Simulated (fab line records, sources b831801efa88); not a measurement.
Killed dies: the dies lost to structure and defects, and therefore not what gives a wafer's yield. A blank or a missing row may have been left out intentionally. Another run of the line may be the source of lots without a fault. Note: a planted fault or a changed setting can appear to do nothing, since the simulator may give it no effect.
The same fault as seen by 2 desks | flow sky130 | what lay behind the numbers comes last; until then each desk has only its own

## METROLOGY DESK
What the gauges read for every lot (on any tool): the sampled wafers with a number, averaged. Any lot whose mean is over 4 standard deviations away from the usual mean is out of limits and marked OUT; that distance is given in the brackets.
Columns: A = PWDE_RS at SKY_NWELL_RS_MEAS_31, usual 5279 ohm/sq; B = SONOS_ONO_CVD_04_THK at SKY_SONOS_ONO_THK_MEAS_05, usual 5.78 nm
lot  | first seen here | A    | B
L787 | day 5 10:25     | 5299 | 5.75
L788 | day 5 19:12     | 5277 | 5.83
L789 | day 6 13:52     | 5281 | 5.69
L790 | day 7 01:56     | 5275 | 5.74
L793 | day 7 18:27     | 5260 | 9.30 (+40) OUT
L794 | day 7 19:02     | 5274 | 9.23 (+39) OUT
L795 | day 7 19:56     | 5281 | 9.16 (+38) OUT
L797 | day 8 01:10     | 5326 | 5.77
L807 | day 11 00:23    | 5243 | 5.80
L808 | day 11 04:34    | 5281 | 5.70
L809 | day 11 05:56    | 5305 | 5.77
Per this desk, out of limits: L793, L794, L795; the first was L794, day 15 02:13 (SONOS_ONO_CVD_04_THK at SKY_SONOS_ONO_THK_MEAS_05). L787, L788, L789, L790, L797, L807, L808, L809: within limits.

## FOR THE TOOL OWNER'S DESK: lpcvd-03
The tool's own readings at SKY_SONOS_ONO_CVD_04 (deposits SiO2 from SiH4/N2O, target thk 5.7199 nm): means of the sampled wafers that have a number, for each lot that ran on this tool. Any lot whose mean is over 4 standard deviations away from the usual mean is out of limits and marked OUT; that distance is given in the brackets. Of its 11 readings 7 are shown: the one that was out of limits first, and those that lie furthest out on some lot.
Columns: A = spike-tc-bottom-C at SKY_SONOS_ONO_CVD_04, usual 919 C; B = spike-tc-centre-C at SKY_SONOS_ONO_CVD_04, usual 900.9 C; C = spike-tc-lower-C at SKY_SONOS_ONO_CVD_04, usual 899.6 C; D = spike-tc-top-C at SKY_SONOS_ONO_CVD_04, usual 913 C; E = spike-tc-upper-C at SKY_SONOS_ONO_CVD_04, usual 899.6 C; F = susceptor-temp-C at SKY_SONOS_ONO_CVD_04, usual 900.0 C; G = zone-power-centre-pct at SKY_SONOS_ONO_CVD_04, usual 22.94 %
lot  | first seen here | A             | B               | C               | D             | E               | F                       | G
L787 | day 11 22:14    | 922           | 901.7           | 900.2           | 916           | 898.8           | 900.2                   | 22.85
L788 | day 12 07:42    | 913           | 900.8           | 897.9           | 907           | 902.1           | 900.4                   | 23.06
L789 | day 13 08:35    | 921           | 900.1           | 901.9           | 917           | 899.4           | 899.8                   | 23.17
L790 | day 14 00:46    | 922           | 901.3           | 901.3           | 918           | 898.7           | 900.1                   | 23.12
L793 | day 15 00:20    | 972 (+12) OUT | 950.4 (+45) OUT | 951.1 (+32) OUT | 966 (+12) OUT | 948.9 (+31) OUT | 949.6 (+99 or more) OUT | 26.08 (+13) OUT
L794 | day 15 00:20    | 972 (+12) OUT | 950.3 (+45) OUT | 950.2 (+32) OUT | 965 (+12) OUT | 948.1 (+30) OUT | 950.0 (+99 or more) OUT | 25.95 (+12) OUT
L795 | day 15 02:44    | 973 (+12) OUT | 951.0 (+46) OUT | 949.9 (+31) OUT | 965 (+12) OUT | 948.9 (+31) OUT | 950.0 (+99 or more) OUT | 25.98 (+12) OUT
L797 | day 15 08:08    | 914           | 901.6           | 898.5           | 908           | 901.2           | 899.7                   | 22.77
L807 | day 19 03:49    | 922           | 900.7           | 900.0           | 916           | 898.8           | 899.9                   | 22.96
L808 | day 19 08:47    | 923           | 901.5           | 900.3           | 916           | 899.1           | 899.5                   | 22.99
L809 | day 19 10:02    | 922           | 899.8           | 899.5           | 917           | 898.3           | 900.1                   | 23.06
This desk finds L793, L794, L795 out of limits, L793 being first, at day 15 00:20 (spike-tc-bottom-C at SKY_SONOS_ONO_CVD_04). L787, L788, L789, L790, L797, L807, L808, L809: within limits.

## ALL TOGETHER
On L793, L794, L795, at day 15 00:20, an alarm was possible from the tool owner's desk.
Metrology desk: alarm possible at day 15 02:13 on L793, L794, L795.
Of the lots named, all ran SKY_SONOS_ONO_CVD_04 on lpcvd-03.

## WHAT THE SIMULATOR PUT IN
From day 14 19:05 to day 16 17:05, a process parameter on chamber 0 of lpcvd-03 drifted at SKY_SONOS_ONO_CVD_04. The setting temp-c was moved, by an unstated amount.
Lots struck among those shown: L793, L794, L795.
Fault start to first reading out of limits, in hours, per desk: tool owner, 5; metrology, 7.
